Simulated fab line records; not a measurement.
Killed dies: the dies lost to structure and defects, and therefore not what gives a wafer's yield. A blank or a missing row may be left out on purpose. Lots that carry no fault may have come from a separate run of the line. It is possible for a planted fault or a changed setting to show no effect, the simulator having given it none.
Which of the tools did it? + flow sky130 + 11 lots, 33 wafers sampled, at 6 steps of a route of 708

== WHAT EACH GAUGE READ, for each wafer ==
SKY_SD_N_OVL_MEAS_08.
| lot  | measured     | on         | SD_N_OVL (nm)  |
|------|--------------|------------|----------------|
| L503 | day 28 05:02 | overlay-02 | -1.0 -1.0 -0.5 |
| L504 | day 28 17:46 | overlay-02 | -1.2 -2.4 0.7  |
| L510 | day 31 15:24 | overlay-01 | -2.1 -0.6 -1.6 |
| L512 | day 31 19:50 | overlay-01 | -1.4 -1.0 0.8  |
| L515 | day 33 07:16 | overlay-01 | -3.3 -2.7 -3.0 |
| L517 | day 33 13:41 | overlay-02 | -1.2 -0.2 1.1  |
| L519 | day 33 19:28 | overlay-01 | -1.8 -3.1 -1.6 |
| L520 | day 33 22:44 | overlay-02 | 2.0 -1.5 0.2   |
| L523 | day 35 07:46 | overlay-01 | -2.1 -1.5 -2.2 |
| L524 | day 35 07:53 | overlay-01 | -1.2 -1.6 -2.6 |
| L525 | day 35 08:28 | overlay-01 | -1.9 -3.4 -2.2 |

SKY_SD_N_TW_MEAS_12.
| lot  | measured     | on           | SD_N_TW        |
|------|--------------|--------------|----------------|
| L503 | day 28 05:28 | filmMetro-04 | 4018 4013 4019 |
| L504 | day 28 18:11 | filmMetro-02 | 3965 3966 3951 |
| L510 | day 31 16:10 | filmMetro-02 | 4045 4033 4023 |
| L512 | day 31 20:37 | filmMetro-04 | 4204 4182 4163 |
| L515 | day 33 07:42 | filmMetro-04 | 4071 4086 4082 |
| L517 | day 33 14:07 | filmMetro-04 | 4088 4071 4093 |
| L519 | day 33 19:53 | filmMetro-03 | 3964 3953 3978 |
| L520 | day 33 23:10 | filmMetro-02 | 3937 3942 3934 |
| L523 | day 35 08:12 | filmMetro-03 | 3943 3964 3945 |
| L524 | day 35 08:30 | filmMetro-04 | 4088 4084 4085 |
| L525 | day 35 08:54 | filmMetro-04 | 4082 4062 4060 |

SKY_SD_N_RS_MEAS_16: the measuring method here is four-point-probe.
| lot  | measured     | on           | SD_N_RS (ohm/sq)                    |
|------|--------------|--------------|-------------------------------------|
| L503 | day 28 05:46 | filmMetro-04 | 68.51 68.53 68.35                   |
| L504 | day 28 18:29 | filmMetro-03 | 68.56 68.59 68.52                   |
| L510 | day 31 16:28 | filmMetro-04 | 63.76 63.85 63.94 63.72 63.57 63.80 |
| L512 | day 31 21:23 | filmMetro-03 | 63.70 63.75 63.66 63.69 63.70 63.69 |
| L515 | day 33 08:00 | filmMetro-02 | 68.60 68.33 68.38                   |
| L517 | day 33 14:24 | filmMetro-02 | 68.24 68.44 68.27                   |
| L519 | day 33 20:11 | filmMetro-04 | 68.57 68.50 68.47                   |
| L520 | day 33 23:27 | filmMetro-02 | 68.46 68.46 68.60                   |
| L523 | day 35 08:29 | filmMetro-02 | 68.60 68.58 68.54                   |
| L524 | day 35 08:47 | filmMetro-03 | 68.52 68.49 68.43                   |
| L525 | day 35 09:12 | filmMetro-02 | 68.58 68.50 68.31                   |

== TOOL THAT RAN EACH LOT (tool first, then ch and the chambers of the sampled wafers, then the start) ==
| lot  | SKY_POLY_CUT_ETCH_11              | SKY_SD_N_IMPLANT_09             | SKY_SD_N_STRIP_11                   |
|------|-----------------------------------|---------------------------------|-------------------------------------|
| L503 | rieDiel-01 ch 0,1,3, day 24 13:49 | implanter-01 ch 0, day 28 05:05 | plasmaAsher-01 ch 0,1, day 28 05:22 |
| L504 | rieDiel-01 ch 1,2,3, day 25 02:26 | implanter-02 ch 0, day 28 17:47 | plasmaAsher-02 ch 0,1, day 28 18:05 |
| L510 | rieDiel-04 ch 0,1,2, day 28 03:20 | implanter-02 ch 0, day 31 15:29 | plasmaAsher-04 ch 0,1, day 31 16:04 |
| L512 | rieDiel-02 ch 0,2,3, day 28 07:32 | implanter-02 ch 0, day 31 19:52 | plasmaAsher-04 ch 0,1, day 31 20:29 |
| L515 | rieDiel-02 ch 0,2,3, day 29 19:32 | implanter-02 ch 0, day 33 07:19 | plasmaAsher-02 ch 0,1, day 33 07:35 |
| L517 | rieDiel-02 ch 0,1,3, day 30 03:11 | implanter-04 ch 0, day 33 13:43 | plasmaAsher-01 ch 0,1, day 33 14:01 |
| L519 | rieDiel-01 ch 0,1,2, day 30 09:11 | implanter-01 ch 0, day 33 19:29 | plasmaAsher-02 ch 0,1, day 33 19:47 |
| L520 | rieDiel-04 ch 0,1, day 30 11:23   | implanter-01 ch 0, day 33 22:46 | plasmaAsher-01 ch 0,1, day 33 23:04 |
| L523 | rieDiel-04 ch 0,1, day 31 23:17   | implanter-02 ch 0, day 35 07:48 | plasmaAsher-04 ch 0,1, day 35 08:06 |
| L524 | rieDiel-01 ch 0,1,3, day 31 23:17 | implanter-02 ch 0, day 35 08:06 | plasmaAsher-04 ch 0,1, day 35 08:24 |
| L525 | rieDiel-02 ch 0,3, day 32 00:50   | implanter-02 ch 0, day 35 08:31 | plasmaAsher-02 ch 0,1, day 35 08:47 |
- SKY_POLY_CUT_ETCH_11: etches Si3N4 in CF4/CH2F2/Ar, stops on poly-Si, time 42.5 s, target depth 60 nm.
- SKY_SD_N_IMPLANT_09
- SKY_SD_N_STRIP_11: strips in O2/N2.

== AS READ BY THE TOOLS THEMSELVES (means over the sampled wafers that have a number; for cases with no such wafer, the mark the record gives instead) ==
SKY_POLY_CUT_ETCH_11.
| lot  | tool       | drypumpMotorCurrentA (A) | mfcArSccm (sccm) | oesProductAu (a.u.) | throttleValvePct (%) |
|------|------------|--------------------------|------------------|---------------------|----------------------|
| L503 | rieDiel-01 | 5.7                      | 150.2            | 0.831               | 15.000               |
| L504 | rieDiel-01 | 5.3                      | 149.7            | 0.824               | 14.990               |
| L510 | rieDiel-04 | 6.1                      | 150.4            | 0.837               | 14.989               |
| L512 | rieDiel-02 | 6.1                      | 149.5            | 0.843               | 14.993               |
| L515 | rieDiel-02 | 6.1                      | 150.4            | 0.836               | 14.999               |
| L517 | rieDiel-02 | 6.1                      | 149.7            | 0.834               | 14.999               |
| L519 | rieDiel-01 | 5.6                      | 150.1            | 0.840               | 14.987               |
| L520 | rieDiel-04 | 6.1                      | 150.1            | 0.841               | 14.991               |
| L523 | rieDiel-04 | 6.0                      | 149.8            | 0.830               | 14.998               |
| L524 | rieDiel-01 | 5.7                      | 150.3            | 0.833               | 14.996               |
| L525 | rieDiel-02 | 6.1                      | 149.9            | 0.829               | 15.001               |

SKY_SD_N_IMPLANT_09.
| lot  | tool         | tiltDeg (degrees) |
|------|--------------|-------------------|
| L503 | implanter-01 | -0.005            |
| L504 | implanter-02 | -0.005            |
| L510 | implanter-02 | 0.010             |
| L512 | implanter-02 | 0.010             |
| L515 | implanter-02 | -0.033            |
| L517 | implanter-04 | -0.006            |
| L519 | implanter-01 | -0.008            |
| L520 | implanter-01 | -0.018            |
| L523 | implanter-02 | -0.003            |
| L524 | implanter-02 | -0.015            |
| L525 | implanter-02 | -0.020            |

SKY_SD_N_STRIP_11.
| lot  | tool           | drypumpMotorCurrentA (A) | oesProductAu (a.u.) | stripTimeToEndpointS (s) |
|------|----------------|--------------------------|---------------------|--------------------------|
| L503 | plasmaAsher-01 | 5.80                     | 0.533               | 22.55                    |
| L504 | plasmaAsher-02 | 5.76                     | 0.525               | 22.52                    |
| L510 | plasmaAsher-04 | 5.74                     | 0.515               | 23.81                    |
| L512 | plasmaAsher-04 | 5.76                     | 0.512               | 23.83                    |
| L515 | plasmaAsher-02 | 5.78                     | 0.526               | 22.51                    |
| L517 | plasmaAsher-01 | 5.80                     | 0.526               | 22.56                    |
| L519 | plasmaAsher-02 | 5.64                     | 0.528               | 22.45                    |
| L520 | plasmaAsher-01 | 5.79                     | 0.524               | 22.53                    |
| L523 | plasmaAsher-04 | 5.75                     | 0.531               | 22.48                    |
| L524 | plasmaAsher-04 | 5.79                     | 0.524               | 22.57                    |
| L525 | plasmaAsher-02 | 5.68                     | 0.524               | 22.65                    |

== THE ANSWER, worked out from the rows above alone ==
Rule: the lots themselves supply what counts as usual. Put in order of their means at a reading, lots are off if they are a third of the lots or fewer, leave a main group of 4 or more, and stand apart from it by a gap of 3 or more times the standard deviation of the main group's means; of several such gaps the widest counts. The tables above print the reading to a certain number of digits; a main group whose means all agree to those digits is not used. Also off: a lot with no number at a reading for which 4 or more lots have one. All remaining lots with rows at the step are treated as sound. First the gauges in route order, then the tools' own readings, where a lot's mean is used as printed above. The first step at which some lot is off is used, and at that step the reading that is off furthest; a lot without a number counts as furthest.
Off: L510, L512, seen at SKY_SD_N_RS_MEAS_16 (SD_N_RS). The main group: mean 68.48 ohm/sq, standard deviation 0.071.
A tool fits if, at a process step before that reading, it ran every lot that is off, and no sound lot after the first of them. The gauges at SKY_SD_N_RS_MEAS_16 aren't tried: what is off there is off at SKY_SD_N_STRIP_11 too, on other tools, and a gauge's error can't cause that. No candidate that was tried fits.

== WHAT THE SIMULATOR HAD INSERTED ==
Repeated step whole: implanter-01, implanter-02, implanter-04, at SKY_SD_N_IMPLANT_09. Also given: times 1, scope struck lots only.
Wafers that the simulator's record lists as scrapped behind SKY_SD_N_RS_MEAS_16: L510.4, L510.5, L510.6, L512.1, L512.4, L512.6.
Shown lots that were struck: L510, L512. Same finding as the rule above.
